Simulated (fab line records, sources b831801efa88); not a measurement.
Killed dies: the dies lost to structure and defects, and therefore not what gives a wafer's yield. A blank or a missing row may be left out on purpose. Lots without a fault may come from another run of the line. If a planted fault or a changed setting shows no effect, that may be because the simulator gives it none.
fab line records	flow gf180mcu
[record] lots = 24	wafers = 72	last_day = 34
route steps=602 shown M3@423 V4@477
lots that met no fault: taken from a fault-free run of the same line
start_h: hours from the record's opening day to when the first of the lot's shown wafers began	wait_h: hours elapsed since this lot's preceding step	" as in the row above	L1.1+2: a single row standing in for several wafers	- no value present, or no start provided	* or withheld: withheld	< > ~ a bound
route shown NAME@n: a module of which the file shows steps, and the number in the route of the first	usual: average and standard deviation across the fault-free wafers	same: alike in all rows	chamber/n: place in a boat	sites: readings site by site	_std_site: standard deviation across them	_edge_site: mean of outer sites minus mean of inner sites	radius_mm: how far each site lies from the wafer's centre	mask NAME#n: copy n	behind: the most recent tool/chamber to have shaped the wafer	hold: reason for holding the lot/hours on hold/outcome of the hold	device: whichever transistor did not switch (one of n, p or np)	end of line: tests of these same wafers at the route's end	for a step that has no rows: nothing shown but its recipe	killed: dies lost to structure and defects at the first sort, not the wafer's yield	map: per-die view of a wafer (x killed, . not killed, _ where there is no die)
set.NAME: setting as actually run; set.NAME@STEP: the setting as run at that earlier step	model.NAME: the simulator's own value behind a step, which no gauge read
route steps across a sampled set of lots; one table per step, one row per wafer
services: a tool's chamber out of use, with start hour (start_h, from the record's first day; less than 0 if before it), hours out, and reason
[[steps]]
[step GF_M3_CD_MEAS_14]
[recipe] target_cd_nm = 280
[usual] cd_nm = 280.3/1.4
lot.wafer	tool	chamber	start_h	wait_h	cd_nm
L074.1	cd_sem-01	-	484.22	0.1	279.1
L074.2	"	-	"	"	278.6
L074.3	"	-	"	"	279.8
L075.1	cd_sem-01	-	493.14	0.1	281.0
L075.2	"	-	"	"	281.5
L075.5	"	-	"	"	281.4
L076.1	cd_sem-01	-	506.62	0.1	279.8
L076.4	"	-	"	"	280.7
L076.5	"	-	"	"	280.7
L077.1	cd_sem-01	-	514.49	0.1	281.3
L077.2	"	-	"	"	281.3
L077.6	"	-	"	"	280.3
L078.1	cd_sem-01	-	527.14	0.1	280.2
L078.3	"	-	"	"	279.9
L078.6	"	-	"	"	279.5
L079.2	cd_sem-01	-	533.84	0.1	278.4
L079.4	"	-	"	"	279.7
L079.5	"	-	"	"	279.2
L080.1	cd_sem-02	-	543.57	0.1	277.9
L080.5	"	-	"	"	277.7
L080.6	"	-	"	"	278.0
L081.3	cd_sem-02	-	555.78	0.1	280.4
L081.4	"	-	"	"	279.3
L081.5	"	-	"	"	280.9
L082.2	cd_sem-01	-	556.29	0.1	281.9
L082.4	"	-	"	"	281.7
L082.5	"	-	"	"	282.3
L083.2	cd_sem-01	-	573.04	0.1	281.1
L083.5	"	-	"	"	282.6
L083.6	"	-	"	"	280.5
L084.2	cd_sem-02	-	580.59	0.1	279.5
L084.5	"	-	"	"	279.8
L084.6	"	-	"	"	279.1
L085.1	cd_sem-01	-	582.24	0.1	283.0
L085.4	"	-	"	"	283.5
L085.6	"	-	"	"	282.2
L086.1	cd_sem-02	-	589.84	0.1	281.1
L086.2	"	-	"	"	281.9
L086.3	"	-	"	"	280.6
L087.3	cd_sem-01	-	599.03	0.1	281.9
L087.4	"	-	"	"	281.8
L087.6	"	-	"	"	280.8
L088.1	cd_sem-01	-	607.92	0.1	279.8
L088.4	"	-	"	"	278.5
L088.6	"	-	"	"	277.7
L089.1	cd_sem-01	-	613.81	0.2	280.3
L089.4	"	-	"	"	280.8
L089.6	"	-	"	"	280.8
L090.4	cd_sem-01	-	628.23	0.1	280.7
L090.5	"	-	"	"	279.8
L090.6	"	-	"	"	281.0
L091.1	cd_sem-01	-	629.42	0.1	280.4
L091.4	"	-	"	"	280.8
L091.6	"	-	"	"	280.3
L092.1	cd_sem-02	-	634.77	0.1	280.0
L092.3	"	-	"	"	280.2
L092.5	"	-	"	"	279.5
L093.3	cd_sem-01	-	644.31	0.1	278.6
L093.4	"	-	"	"	278.6
L093.5	"	-	"	"	278.5
L094.3	cd_sem-01	-	651.81	0.1	278.0
L094.5	"	-	"	"	278.3
L094.6	"	-	"	"	279.0
L095.1	cd_sem-01	-	661.71	0.1	277.9
L095.3	"	-	"	"	278.5
L095.6	"	-	"	"	279.8
L096.2	cd_sem-02	-	665.36	0.1	281.0
L096.3	"	-	"	"	279.8
L096.5	"	-	"	"	280.8
L097.1	cd_sem-02	-	666.66	0.1	280.9
L097.5	"	-	"	"	282.4
L097.6	"	-	"	"	283.8
[step GF_M3_STRIP_17]
[recipe] chemistry = O2/N2	power_w = 1400	pressure_mtorr = 1500	platen_temp_c = 250	o2_flow_sccm = 3000	n2_flow_sccm = 300	overash_fraction = 0.5
[usual] drypump_motor_current_A = 5.9/0.57	heater_power_w = 346/23	oes_product_au = 0.557/0.0045	strip_time_to_endpoint_s = 7.86/0.038
[same] overash_fraction = 0.5
lot.wafer	tool	chamber	start_h	wait_h	drypump_motor_current_A	heater_power_w	oes_product_au	rf_hours_counter_h	strip_time_to_endpoint_s
L074.1	plasma_asher-04	1	484.48	0.1	5.1	334	0.551	38	7.89
L074.2	"	0	"	"	5.3	338	0.554	38	7.90
L074.3	"	1	"	"	5.1	336	0.555	-	7.90
L075.1	plasma_asher-04	1	493.41	0.1	5.1	335	0.560	39	7.87
L075.2	"	0	"	"	5.3	340	0.564	39	7.87
L075.5	"	1	"	"	5.2	336	0.563	-	7.86
L076.1	plasma_asher-02	0	506.88	0.1	6.3	377	0.556	72	7.84
L076.4	"	1	"	"	6.0	318	0.552	-	7.80
L076.5	"	0	"	"	6.3	377	0.556	-	7.82
L077.1	plasma_asher-01	1	514.76	0.1	5.6	384	0.552	92	7.79
L077.2	"	0	"	"	6.8	318	0.556	92	7.84
L077.6	"	1	"	"	5.6	382	0.566	-	7.84
L078.1	plasma_asher-01	0	527.41	0.1	6.8	322	0.553	93	7.84
L078.3	"	0	"	"	6.8	317	0.555	-	7.83
L078.6	"	0	"	"	6.8	332	0.560	-	7.81
L079.2	plasma_asher-01	1	534.21	0.1	5.6	370	0.554	94	7.83
L079.4	"	1	"	"	5.6	374	0.552	-	7.80
L079.5	"	0	"	"	6.8	320	0.548	-	7.87
L080.1	plasma_asher-02	0	543.83	0.1	6.3	367	0.560	77	7.88
L080.5	"	1	"	"	5.9	328	0.559	-	7.94
L080.6	"	0	"	"	6.3	379	0.557	-	7.87
L081.3	plasma_asher-04	1	556.04	0.1	5.2	329	0.562	-	7.87
L081.4	"	0	"	"	5.3	345	0.563	-	7.85
L081.5	"	1	"	"	5.2	346	0.547	-	7.91
L082.2	plasma_asher-04	1	556.54	0.1	5.2	339	0.555	47	7.92
L082.4	"	1	"	"	5.2	352	0.557	-	7.85
L082.5	"	0	"	"	5.3	358	0.562	-	7.91
L083.2	plasma_asher-02	1	573.28	0.1	6.0	313	0.556	82	7.89
L083.5	"	0	"	"	6.3	375	0.555	-	7.90
L083.6	"	1	"	"	5.9	325	0.554	-	7.85
L084.2	plasma_asher-01	0	580.85	0.1	6.8	321	0.558	99	7.85
L084.5	"	1	"	"	5.6	375	0.557	-	7.85
L084.6	"	0	"	"	6.8	322	0.558	-	7.87
L085.1	plasma_asher-01	0	582.62	0.2	6.8	323	0.567	100	7.79
L085.4	"	0	"	"	6.8	330	0.564	-	7.79
L085.6	"	1	"	"	5.6	371	0.565	-	7.78
L086.1	plasma_asher-02	0	590.11	0.1	6.3	376	0.557	83	7.79
L086.2	"	1	"	"	6.0	331	0.554	83	7.85
L086.3	"	1	"	"	6.0	314	0.548	-	7.83
L087.3	plasma_asher-04	1	599.29	0.1	5.1	331	0.550	-	7.86
L087.4	"	0	"	"	5.3	346	0.566	-	7.83
L087.6	"	1	"	"	5.1	335	0.553	-	7.89
L088.1	plasma_asher-01	1	608.19	0.1	5.6	372	0.547	103	7.91
L088.4	"	0	"	"	6.8	328	0.558	-	7.84
L088.6	"	1	"	"	5.6	383	0.546	-	7.82
L089.1	plasma_asher-02	0	614.08	0.1	6.3	362	0.563	86	7.86
L089.4	"	0	"	"	6.4	386	0.556	-	7.92
L089.6	"	1	"	"	6.0	315	0.553	-	7.89
L090.4	plasma_asher-01	0	628.47	0.1	6.8	331	0.555	-	7.88
L090.5	"	1	"	"	5.6	359	0.556	-	7.85
L090.6	"	0	"	"	6.8	321	0.565	-	7.87
L091.1	plasma_asher-02	0	629.80	0.2	6.3	373	0.556	88	7.89
L091.4	"	1	"	"	6.0	317	0.561	-	7.90
L091.6	"	0	"	"	6.3	386	0.556	-	7.91
L092.1	plasma_asher-04	0	635.04	0.1	5.3	342	0.563	55	7.82
L092.3	"	1	"	"	5.1	341	0.554	-	7.89
L092.5	"	0	"	"	5.4	339	0.557	-	7.91
L093.3	plasma_asher-02	0	644.58	0.1	6.3	370	0.559	-	7.88
L093.4	"	1	"	"	6.0	315	0.550	-	7.82
L093.5	"	0	"	"	6.3	381	0.558	-	7.90
L094.3	plasma_asher-01	1	652.08	0.1	5.6	372	0.557	-	7.81
L094.5	"	0	"	"	6.8	330	0.551	-	7.78
L094.6	"	1	"	"	5.6	380	0.552	-	7.80
L095.1	plasma_asher-04	1	662.09	0.2	5.1	340	0.557	58	7.78
L095.3	"	0	"	"	5.3	332	0.561	-	7.83
L095.6	"	1	"	"	5.1	339	0.556	-	7.78
L096.2	plasma_asher-01	1	665.61	0.1	5.6	373	0.554	109	7.87
L096.3	"	1	"	"	5.6	369	0.557	-	7.87
L096.5	"	1	"	"	5.5	378	0.554	-	7.81
L097.1	plasma_asher-02	1	667.04	0.2	6.0	323	0.558	91	7.87
L097.5	"	1	"	"	6.0	318	0.565	-	7.87
L097.6	"	0	"	"	6.3	363	0.561	-	7.89
[step GF_V4_THK_MEAS_01]
[recipe] reads = SiO2_of_V4_CVD_00
[usual] V4_CVD_00_THK = 598/6.2
lot.wafer	tool	chamber	start_h	wait_h	V4_CVD_00_THK[nm]
L074.1	film_metro-03	-	534.46	0.1	601
L074.2	"	-	"	"	595
L074.3	"	-	"	"	598
L075.1	film_metro-04	-	543.27	0.0	599
L075.2	"	-	"	"	600
L075.5	"	-	"	"	601
L076.1	film_metro-03	-	556.14	0.0	606
L076.4	"	-	"	"	606
L076.5	"	-	"	"	605
L077.1	film_metro-03	-	563.49	0.0	603
L077.2	"	-	"	"	604
L077.6	"	-	"	"	611
L078.1	film_metro-02	-	574.43	0.0	600
L078.3	"	-	"	"	604
L078.6	"	-	"	"	605
L079.2	film_metro-04	-	582.69	0.0	596
L079.4	"	-	"	"	593
L079.5	"	-	"	"	591
L080.1	film_metro-04	-	590.93	0.0	590
L080.5	"	-	"	"	590
L080.6	"	-	"	"	597
L081.3	film_metro-02	-	603.70	0.1	587
L081.4	"	-	"	"	595
L081.5	"	-	"	"	586
L082.2	film_metro-04	-	603.81	0.0	605
L082.4	"	-	"	"	607
L082.5	"	-	"	"	600
L083.2	film_metro-03	-	620.71	0.0	592
L083.5	"	-	"	"	605
L083.6	"	-	"	"	594
L084.2	film_metro-03	-	627.91	0.1	594
L084.5	"	-	"	"	598
L084.6	"	-	"	"	589
L085.1	film_metro-04	-	628.72	0.0	605
L085.4	"	-	"	"	598
L085.6	"	-	"	"	594
L086.1	film_metro-03	-	634.35	0.0	598
L086.2	"	-	"	"	593
L086.3	"	-	"	"	594
L087.3	film_metro-04	-	643.59	0.1	598
L087.4	"	-	"	"	602
L087.6	"	-	"	"	600
L088.1	film_metro-03	-	651.92	0.0	604
L088.4	"	-	"	"	595
L088.6	"	-	"	"	607
L089.1	film_metro-03	-	657.90	0.0	594
L089.4	"	-	"	"	600
L089.6	"	-	"	"	592
L090.4	film_metro-04	-	671.00	0.0	600
L090.5	"	-	"	"	589
L090.6	"	-	"	"	596
L091.1	film_metro-02	-	672.78	0.0	584
L091.4	"	-	"	"	588
L091.6	"	-	"	"	587
L092.1	film_metro-02	-	679.39	0.0	591
L092.3	"	-	"	"	592
L092.5	"	-	"	"	597
L093.3	film_metro-04	-	686.81	0.1	599
L093.4	"	-	"	"	592
L093.5	"	-	"	"	603
L094.3	film_metro-04	-	693.66	0.1	596
L094.5	"	-	"	"	599
L094.6	"	-	"	"	595
L095.1	film_metro-03	-	704.15	0.0	585
L095.3	"	-	"	"	596
L095.6	"	-	"	"	594
L096.2	film_metro-03	-	707.17	0.0	613
L096.3	"	-	"	"	605
L096.5	"	-	"	"	604
L097.1	film_metro-03	-	708.11	0.0	598
L097.5	"	-	"	"	595
L097.6	"	-	"	"	600
[step GF_V4_THK_MEAS_03]
[recipe] reads = SiO2_of_V4_CVD_02
[usual] V4_CVD_02_THK = 852/9.8
lot.wafer	tool	chamber	start_h	wait_h	V4_CVD_02_THK[nm]
L074.1	film_metro-03	-	534.59	0.0	863
L074.2	"	-	"	"	852
L074.3	"	-	"	"	855
L075.1	film_metro-02	-	543.40	0.0	841
L075.2	"	-	"	"	842
L075.5	"	-	"	"	840
L076.1	film_metro-04	-	556.27	0.0	845
L076.4	"	-	"	"	858
L076.5	"	-	"	"	857
L077.1	film_metro-02	-	563.66	0.1	842
L077.2	"	-	"	"	841
L077.6	"	-	"	"	858
L078.1	film_metro-04	-	574.60	0.1	849
L078.3	"	-	"	"	864
L078.6	"	-	"	"	871
L079.2	film_metro-02	-	582.81	0.0	839
L079.4	"	-	"	"	846
L079.5	"	-	"	"	851
L080.1	film_metro-03	-	591.05	0.0	846
L080.5	"	-	"	"	854
L080.6	"	-	"	"	862
L081.3	film_metro-02	-	603.83	0.1	856
L081.4	"	-	"	"	858
L081.5	"	-	"	"	865
L082.2	film_metro-04	-	603.94	0.0	835
L082.4	"	-	"	"	851
L082.5	"	-	"	"	853
L083.2	film_metro-03	-	620.84	0.0	846
L083.5	"	-	"	"	861
L083.6	"	-	"	"	858
L084.2	film_metro-03	-	628.04	0.0	850
L084.5	"	-	"	"	864
L084.6	"	-	"	"	856
L085.1	film_metro-03	-	628.85	0.0	845
L085.4	"	-	"	"	865
L085.6	"	-	"	"	857
L086.1	film_metro-02	-	634.51	0.1	829
L086.2	"	-	"	"	837
L086.3	"	-	"	"	832
L087.3	film_metro-02	-	643.72	0.1	848
L087.4	"	-	"	"	855
L087.6	"	-	"	"	863
L088.1	film_metro-03	-	652.04	0.0	843
L088.4	"	-	"	"	846
L088.6	"	-	"	"	866
L089.1	film_metro-02	-	658.03	0.0	852
L089.4	"	-	"	"	857
L089.6	"	-	"	"	854
L090.4	film_metro-02	-	671.13	0.0	863
L090.5	"	-	"	"	861
L090.6	"	-	"	"	864
L091.1	film_metro-02	-	672.91	0.0	832
L091.4	"	-	"	"	862
L091.6	"	-	"	"	856
L092.1	film_metro-02	-	679.52	0.0	849
L092.3	"	-	"	"	852
L092.5	"	-	"	"	860
L093.3	film_metro-04	-	686.94	0.1	850
L093.4	"	-	"	"	871
L093.5	"	-	"	"	861
L094.3	film_metro-02	-	693.79	0.1	842
L094.5	"	-	"	"	855
L094.6	"	-	"	"	838
L095.1	film_metro-03	-	704.28	0.0	855
L095.3	"	-	"	"	845
L095.6	"	-	"	"	863
L096.2	film_metro-04	-	707.29	0.0	833
L096.3	"	-	"	"	834
L096.5	"	-	"	"	852
L097.1	film_metro-04	-	708.24	0.0	842
L097.5	"	-	"	"	862
L097.6	"	-	"	"	867
[step GF_V4_ETCH_17]
[recipe] chemistry = C4F8/O2/Ar	mask_material = KrF	target = SiO2	stop_on = TiN	source_w = 1500	bias_w = 1200	pressure_mtorr = 40	c4f8_flow_sccm = withheld	O2_flow_sccm = 6	Ar_flow_sccm = 300	time_s = withheld	target_depth_a = 6300
[usual] oes_product_au = 0.859/0.0047	rf_fwd_power_W = 1492/4.9
lot.wafer	tool	chamber	start_h	wait_h	oes_product_au	rf_fwd_power_W
L074.1	rie_diel-03	1	-	-	0.864	1496
L074.2	"	2	"	"	0.864	1490
L074.3	"	0	"	"	0.860	1499
L075.1	rie_diel-01	1	-	-	0.848	1494
L075.2	"	2	"	"	0.854	1480
L075.5	"	1	"	"	0.867	1493
L076.1	rie_diel-01	3	-	-	0.860	1491
L076.4	"	1	"	"	0.852	1500
L076.5	"	3	"	"	0.863	1485
L077.1	rie_diel-01	3	-	-	0.860	1482
L077.2	"	1	"	"	0.863	1493
L077.6	"	3	"	"	0.855	1490
L078.1	rie_diel-03	2	-	-	0.865	1477
L078.3	"	0	"	"	0.859	1494
L078.6	"	0	"	"	0.856	1494
L079.2	rie_diel-04	3	-	-	0.856	1481
L079.4	"	3	"	"	0.862	1491
L079.5	"	0	"	"	0.859	1498
L080.1	rie_diel-03	1	-	-	0.858	1484
L080.5	"	0	"	"	0.862	1499
L080.6	"	1	"	"	0.864	1486
L081.3	rie_diel-04	2	-	-	0.861	1484
L081.4	"	3	"	"	0.859	1494
L081.5	"	0	"	"	0.856	1489
L082.2	rie_diel-01	2	-	-	0.861	1490
L082.4	"	1	"	"	0.861	1499
L082.5	"	1	"	"	0.862	1501
L083.2	rie_diel-04	0	-	-	0.860	1489
L083.5	"	0	"	"	0.863	1495
L083.6	"	3	"	"	0.857	1489
L084.2	rie_diel-03	3	-	-	0.856	1496
L084.5	"	2	"	"	0.858	1499
L084.6	"	3	"	"	0.864	1490
L085.1	rie_diel-01	1	-	-	0.865	1495
L085.4	"	3	"	"	0.852	1491
L085.6	"	2	"	"	0.853	1495
L086.1	rie_diel-04	2	-	-	0.866	1483
L086.2	"	1	"	"	0.858	1493
L086.3	"	0	"	"	0.852	1495
L087.3	rie_diel-03	1	-	-	0.862	1487
L087.4	"	1	"	"	0.863	1492
L087.6	"	2	"	"	0.865	1498
L088.1	rie_diel-03	1	-	-	0.865	1493
L088.4	"	1	"	"	0.866	1487
L088.6	"	2	"	"	0.857	1493
L089.1	rie_diel-01	3	-	-	0.857	1495
L089.4	"	1	"	"	0.856	1488
L089.6	"	3	"	"	0.857	1490
L090.4	rie_diel-03	0	-	-	0.858	1495
L090.5	"	2	"	"	0.855	1495
L090.6	"	1	"	"	0.861	1489
L091.1	rie_diel-03	0	-	-	0.854	1490
L091.4	"	2	"	"	0.864	1497
L091.6	"	2	"	"	0.864	1497
L092.1	rie_diel-03	1	-	-	0.863	1498
L092.3	"	3	"	"	0.857	1493
L092.5	"	3	"	"	0.861	1495
L093.3	rie_diel-04	1	-	-	0.860	1492
L093.4	"	3	"	"	0.858	1497
L093.5	"	2	"	"	0.861	1488
L094.3	rie_diel-01	3	-	-	0.854	1494
L094.5	"	1	"	"	0.865	1489
L094.6	"	3	"	"	0.867	1488
L095.1	rie_diel-01	0	-	-	0.854	1492
L095.3	"	1	"	"	0.858	1492
L095.6	"	1	"	"	0.862	1487
L096.2	rie_diel-04	3	-	-	0.856	1491
L096.3	"	0	"	"	0.864	1501
L096.5	"	3	"	"	0.853	1496
L097.1	rie_diel-03	1	-	-	0.861	1495
L097.5	"	1	"	"	0.855	1490
L097.6	"	2	"	"	0.860	1497
[step GF_V4_SPUTTER_21]
[recipe] material = Ti	target_thk_nm = 15	chamber_pressure_pa = 5	power_w = 2500	substrate_temp_c = 200	time_s = 80.02
[usual] throttle_valve_pct = 29.9/0.76
lot.wafer	tool	chamber	start_h	wait_h	throttle_valve_pct
L074.1	pvd_sputter-02	-	558.44	0.0	29.2
L074.2	"	-	"	"	29.1
L074.3	"	-	"	"	30.3
L075.1	pvd_sputter-01	-	566.34	0.0	29.3
L075.2	"	-	"	"	30.4
L075.5	"	-	"	"	30.4
L076.1	pvd_sputter-04	-	579.17	0.0	29.9
L076.4	"	-	"	"	31.6
L076.5	"	-	"	"	31.5
L077.1	pvd_sputter-04	-	585.07	0.0	29.1
L077.2	"	-	"	"	30.2
L077.6	"	-	"	"	29.1
L078.1	pvd_sputter-04	-	599.55	0.0	30.2
L078.3	"	-	"	"	31.2
L078.6	"	-	"	"	31.6
L079.2	pvd_sputter-02	-	605.02	0.0	29.1
L079.4	"	-	"	"	30.2
L079.5	"	-	"	"	30.5
L080.1	pvd_sputter-01	-	613.48	0.0	29.3
L080.5	"	-	"	"	29.8
L080.6	"	-	"	"	30.3
L082.2	pvd_sputter-01	-	624.99	0.0	30.2
L082.4	"	-	"	"	30.2
L082.5	"	-	"	"	30.3
L081.3	pvd_sputter-02	-	625.30	0.0	29.2
L081.4	"	-	"	"	30.2
L081.5	"	-	"	"	30.3
L083.2	pvd_sputter-04	-	641.61	0.0	28.9
L083.5	"	-	"	"	28.8
L083.6	"	-	"	"	30.0
L084.2	pvd_sputter-01	-	649.66	0.0	29.6
L084.5	"	-	"	"	30.5
L084.6	"	-	"	"	29.6
L085.1	pvd_sputter-01	-	650.59	0.0	29.5
L085.4	"	-	"	"	29.9
L085.6	"	-	"	"	29.4
L086.1	pvd_sputter-04	-	655.36	0.0	28.9
L086.2	"	-	"	"	30.0
L086.3	"	-	"	"	28.9
L087.3	pvd_sputter-04	-	664.51	0.0	30.0
L087.4	"	-	"	"	28.8
L087.6	"	-	"	"	28.9
L088.1	pvd_sputter-04	-	671.74	0.0	29.1
L088.4	"	-	"	"	30.0
L088.6	"	-	"	"	30.1
L089.1	pvd_sputter-02	-	678.80	0.0	29.2
L089.4	"	-	"	"	28.8
L089.6	"	-	"	"	29.4
L090.4	pvd_sputter-02	-	691.18	0.0	29.3
L090.5	"	-	"	"	30.4
L090.6	"	-	"	"	29.1
L091.1	pvd_sputter-02	-	693.21	0.0	29.2
L091.4	"	-	"	"	30.5
L091.6	"	-	"	"	30.3
L092.1	pvd_sputter-04	-	699.31	0.0	28.9
L092.3	"	-	"	"	31.2
L092.5	"	-	"	"	30.0
L093.3	pvd_sputter-02	-	706.64	0.0	29.5
L093.4	"	-	"	"	29.1
L093.5	"	-	"	"	30.3
L094.3	pvd_sputter-01	-	712.89	0.0	29.4
L094.5	"	-	"	"	30.3
L094.6	"	-	"	"	29.8
L095.1	pvd_sputter-04	-	723.64	0.0	31.1
L095.3	"	-	"	"	30.1
L095.6	"	-	"	"	28.9
L096.2	pvd_sputter-02	-	726.02	0.0	30.8
L096.3	"	-	"	"	29.2
L096.5	"	-	"	"	30.5
L097.1	pvd_sputter-01	-	727.73	0.0	29.8
L097.5	"	-	"	"	30.6
L097.6	"	-	"	"	29.6
[[services]]
tool	chamber	start_h	hours	kind
rie_diel-01	0	462.13	12.3	repair
pvd_sputter-01	-	470.14	4.0	repair
rie_diel-01	-	478.57	2.8	pm
plasma_asher-02	-	484.02	3.1	repair
rie_diel-01	2	507.39	8.4	repair
pvd_sputter-04	-	524.05	4.8	repair
rie_diel-03	0	533.35	1.8	repair
plasma_asher-01	-	537.65	8.9	pm
pvd_sputter-04	-	543.11	1.9	repair
rie_diel-03	1	569.04	7.0	repair
rie_diel-01	-	598.75	0.5	repair
pvd_sputter-01	-	600.61	1.0	repair
pvd_sputter-04	-	603.30	3.1	repair
plasma_asher-01	-	603.50	1.3	repair
rie_diel-03	1	628.04	2.6	repair
rie_diel-03	2	628.46	2.4	repair
rie_diel-01	3	640.09	5.3	repair
rie_diel-01	1	643.30	2.7	repair
pvd_sputter-02	-	680.69	3.5	repair
pvd_sputter-04	-	687.99	5.2	repair
pvd_sputter-02	-	691.43	0.7	repair
pvd_sputter-02	-	693.74	4.9	repair
plasma_asher-01	-	697.47	1.2	repair
rie_diel-01	2	706.43	21.5	repair
[[key]]
fault none
